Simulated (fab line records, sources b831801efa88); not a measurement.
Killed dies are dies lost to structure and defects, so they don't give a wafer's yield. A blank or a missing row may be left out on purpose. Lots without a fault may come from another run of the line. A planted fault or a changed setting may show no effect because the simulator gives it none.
Which tool did it? | flow gf180mcu | 13 lots, 39 wafers sampled, at 4 steps of a route of 602

WHAT THE GAUGES READ, wafer by wafer
GF_V5_THK_MEAS_25: measures by xrf.
lot  | measured     | on            | V5_W_THK (nm)
L612 | day 27 06:44 | film_metro-01 | 340 337 342
L613 | day 27 16:07 | film_metro-02 | 345 345 343
L615 | day 28 02:59 | film_metro-02 | 345 343 339
L616 | day 28 14:47 | film_metro-04 | 336 334 338
L618 | day 29 05:35 | film_metro-02 | 344 341 337
L620 | day 29 23:04 | film_metro-02 | 342 347 340
L622 | day 30 09:17 | film_metro-04 | 343 346 349
L624 | day 30 19:19 | film_metro-04 | 344 338 345
L631 | day 32 15:55 | film_metro-02 | 349 349 344
L632 | day 32 21:07 | film_metro-04 | 348 346 344
L633 | day 33 02:22 | film_metro-02 | 344 343 346
L634 | day 33 10:24 | film_metro-02 | 344 342 342
L635 | day 33 11:02 | film_metro-02 | 350 345 348

GF_TOP_METAL_RS_MEAS_05: measures by four-point-probe.
lot  | measured     | on            | TOP_METAL_ALCU_RS (ohm/sq)
L612 | day 27 07:20 | film_metro-03 | 0.0325 0.0327 0.0325
L613 | day 27 16:42 | film_metro-01 | 0.0325 0.0331 0.0328
L615 | day 28 04:39 | film_metro-02 | 0.0328 0.0321 0.0336
L616 | day 28 15:22 | film_metro-01 | 0.0321 0.0325 0.0331
L618 | day 29 06:11 | film_metro-01 | 0.0328 0.0330 0.0336
L620 | day 29 23:39 | film_metro-01 | 0.0328 0.0324 0.0324
L622 | day 30 09:52 | film_metro-01 | 0.0327 0.0332 0.0324
L624 | day 30 19:55 | film_metro-01 | 0.0330 0.0331 0.0325
L631 | day 32 16:30 | film_metro-03 | 0.0322 0.0328 0.0323
L632 | day 32 21:50 | film_metro-03 | 0.0326 0.0332 0.0326
L633 | day 33 03:29 | film_metro-03 | 0.0325 0.0331 0.0325
L634 | day 33 11:01 | film_metro-01 | 0.0326 0.0324 0.0329
L635 | day 33 11:37 | film_metro-01 | 0.0336 0.0330 0.0332

WHICH TOOL RAN EACH LOT (tool, then ch and the chambers of the sampled wafers, then the start)
lot  | GF_V2_CLEAN_20                  | GF_TOP_METAL_SPUTTER_02
L612 | wet_bench-02 ch 0, day 20 07:29 | pvd_sputter-03, day 27 07:13
L613 | wet_bench-03 ch 2, day 20 18:07 | pvd_sputter-02, day 27 16:37
L615 | wet_bench-03 ch 1, day 21 07:44 | pvd_sputter-01, day 28 04:34
L616 | wet_bench-02 ch 1, day 21 23:52 | pvd_sputter-01, day 28 15:16
L618 | wet_bench-02 ch 2, day 22 14:50 | pvd_sputter-02, day 29 06:04
L620 | wet_bench-04 ch 1, day 23 14:09 | pvd_sputter-02, day 29 23:34
L622 | wet_bench-04 ch 1, day 24 01:29 | pvd_sputter-01, day 30 09:47
L624 | wet_bench-02 ch 3, day 24 14:26 | pvd_sputter-02, day 30 19:47
L631 | wet_bench-03 ch 3, day 26 19:22 | pvd_sputter-02, day 32 16:25
L632 | wet_bench-04 ch 2, day 27 02:14 | pvd_sputter-02, day 32 21:43
L633 | wet_bench-02 ch 3, day 27 09:38 | pvd_sputter-03, day 33 03:24
L634 | wet_bench-02 ch 1, day 27 19:47 | pvd_sputter-02, day 33 10:52
L635 | wet_bench-03 ch 0, day 27 23:50 | pvd_sputter-03, day 33 11:31
- GF_V2_CLEAN_20: cleans in DIW.
- GF_TOP_METAL_SPUTTER_02: material AlCu, target thk 900 nm, time 47.82 s.

WHAT THE TOOLS THEMSELVES READ (means of the sampled wafers that have a number; where no wafer has one, the mark that the record gives instead)
GF_TOP_METAL_SPUTTER_02.
lot  | tool           | throttle_valve_pct (%)
L612 | pvd_sputter-03 | 30.0
L613 | pvd_sputter-02 | 30.3
L615 | pvd_sputter-01 | 29.9
L616 | pvd_sputter-01 | 29.5
L618 | pvd_sputter-02 | 30.8
L620 | pvd_sputter-02 | 30.7
L622 | pvd_sputter-01 | 29.4
L624 | pvd_sputter-02 | 30.3
L631 | pvd_sputter-02 | 30.2
L632 | pvd_sputter-02 | 31.4
L633 | pvd_sputter-03 | 29.3
L634 | pvd_sputter-02 | 30.3
L635 | pvd_sputter-03 | 29.6

THE ANSWER, worked out from the rows above alone
Rule: what is usual is taken from the lots themselves. Put in order of their means at a reading, lots are off if they are a third of the lots or fewer, leave a main group of 4 or more, and stand apart from it by a gap of 3 or more times the standard deviation of the main group's means; of several such gaps the widest counts. A main group whose means are all the same, to the digits that the tables above print for the reading, isn't used. A lot without any number at a reading at which 4 lots or more have one is off too. The other lots that the step has rows for count as sound. The gauges are gone through in route order, then the tools' own readings, and for those a lot's mean is taken as printed above. The first step at which some lot is off is used, and at that step the reading that is off furthest; a lot without a number counts as furthest.
No lot is off at any reading shown: from this, nothing can be told.

WHAT THE SIMULATOR HAD PUT IN
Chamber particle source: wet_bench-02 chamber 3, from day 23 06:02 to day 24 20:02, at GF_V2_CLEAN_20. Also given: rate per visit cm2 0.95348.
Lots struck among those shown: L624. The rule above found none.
